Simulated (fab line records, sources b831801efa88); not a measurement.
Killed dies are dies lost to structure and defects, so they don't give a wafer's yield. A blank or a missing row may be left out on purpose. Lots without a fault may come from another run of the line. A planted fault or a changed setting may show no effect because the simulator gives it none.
A struck lot beside a sound one | flow sky130 | 16 steps out of a route of 708
Sound: wafers L742.2, L742.5, L742.6. Struck: wafers L744.2, L744.5. (L744.4 of the same lot was not struck and is left out.) The cause comes at the end.
At each step with rows: each side's tool, then ch and its chambers, then its first start. Under that, the readings that differ: sound wafers | struck wafers | difference of the means | sigmas: that difference in standard deviations of wafers without a fault.
alike: readings whose means differ by less than 2 such deviations, and words and numbers that are the same on both sides. not compared: withheld readings, readings that some wafer has no value for, bounds like >300 that may hide the same value, and numbers for which the record gives no deviation and whose values overlap.
The two part at a step that has a row with sigmas, a row that says differs or no value, or rows on one side only. Numbers that don't overlap but have no deviation are shown without sigmas and don't part them. A reading that every wafer of one side lacks parts them only if that side has two wafers or more.

first, 8 steps without rows for these wafers: SKY_METAL1_DEHYDRATE_07 (time 60 s); SKY_METAL1_HMDS_08 (prime time 60 s); SKY_METAL1_COAT_09 (resist thk 58.8 nm); SKY_METAL1_COAT_10 (resist thk 450 nm); SKY_METAL1_SOFTBAKE_11 (time 90 s); SKY_METAL1_EXPOSE_12 (exposes mask MM1, target cd 140 nm); SKY_METAL1_PEB_13; SKY_METAL1_DEVELOP_14 (develop time 60 s).
SKY_METAL1_CD_MEAS_15: target cd 140 nm.
  sound on cd_sem-02, day 35 19:04; struck on cd_sem-01, day 36 14:34
  alike: cd_nm
SKY_METAL1_OVL_MEAS_16:
  sound on overlay-02, day 35 19:11; struck on overlay-01, day 36 14:41
  alike: METAL1_OVL
SKY_METAL1_DESCUM_17: chemistry O2, time 8 s.
  sound on rie_metal-03 ch 0,1, day 35 19:13; struck on rie_metal-02 ch 1, day 36 14:43
  reading               | sound             | struck      | difference | sigmas
  oes_product_au (a.u.) | 0.983 0.979 0.988 | 1.002 1.000 | +0.018     | +2
  alike: drypump_motor_current_A, temp_c
  not compared: rf_hours_counter_h
SKY_METAL1_ETCH_18: etches BARC in N2/H2, stops on SiO2, time 45.9 s, target depth 60 nm.
  sound on rie_metal-03 ch 0,1, day 35 19:14; struck on rie_metal-02 ch 1, day 36 14:44
  alike: drypump_motor_current_A, oes_product_au, throttle_valve_pct
  not compared: rf_hours_counter_h
SKY_METAL1_METAL_ETCH_19: etches the open film in Cl2/BCl3, stops on SiO2, target depth 360 nm, time 78 s.
  sound on rie_metal-03 ch 0,1, day 35 19:18; struck on rie_metal-02 ch 1, day 36 14:48
  reading                                       | sound             | struck      | difference | sigmas
  oes_product_au (a.u.)                         | 0.853 0.845 0.853 | 0.782 0.785 | -0.067     | -12
  over_etch_frac                                | 0.3 0.3 0.3       | 0.523 0.523 | +0.223     |
  model.KrF-thick_of_METAL1_COAT_10.thk_nm (nm) | 162 164.7 162     | 123.3 120.4 | -41.1      |
  model.METAL1.cd_nm (nm)                       | 137.9 141.3 137.5 | 135.2 135.3 | -3.7       |
  alike: drypump_motor_current_A, throttle_valve_pct
  not compared: rf_hours_counter_h, model.SiO2_of_CONTACT_HDPCVD_02.thk_nm
SKY_METAL1_STRIP_20: strips in O2/N2.
  sound on plasma_asher-02 ch 0,1, day 35 19:23; struck on plasma_asher-03 ch 0,1, day 36 14:53
  reading                      | sound             | struck      | difference | sigmas
  oes_product_au (a.u.)        | 0.341 0.347 0.339 | 0.321 0.324 | -0.020     | -4
  strip_time_to_endpoint_s (s) | 2.71 2.75 2.72    | 2.27 2.26   | -0.46      | -11
  alike: drypump_motor_current_A
  not compared: rf_hours_counter_h
then, 1 step without rows for these wafers: SKY_METAL1_STRIP_21 (strips in post etch residue remover, time 1200 s).
-- the record jumps here: 12 days lie between the struck wafers' starts before and after (it left off in module METAL1 and takes up again in module PAD_OPEN, whose first step shown is number 708 of the route) --
SKY_PAD_OPEN_PROBE_99:
  sound on prober-01, day 48 01:29; struck on prober-01, day 48 13:50
  reading                  | sound       | struck  | difference | sigmas
  killed_at_contacts       | 29 33 38    | 18 22   | -13        | -2
  killed_at_front_end      | 11 11 13    | 18 33   | +14        | +3
  sort_bin_3_pad_short (%) | 1.2 0.2 0.2 | 1.0 1.8 | +0.9       | +2
  alike: defect_limited_yield, killed_at_M0_to_M3, killed_at_M4_up, killed_at_other, killed_dies, killed_on_rim, killed_open, killed_short, sort_bin_5_function, sort_bin_6_memory, sort_n_pass, sort_yield_pct

WHERE THEY PART
First at SKY_METAL1_DESCUM_17; last, within this record, at SKY_PAD_OPEN_PROBE_99.

WHY: what the simulator had put in
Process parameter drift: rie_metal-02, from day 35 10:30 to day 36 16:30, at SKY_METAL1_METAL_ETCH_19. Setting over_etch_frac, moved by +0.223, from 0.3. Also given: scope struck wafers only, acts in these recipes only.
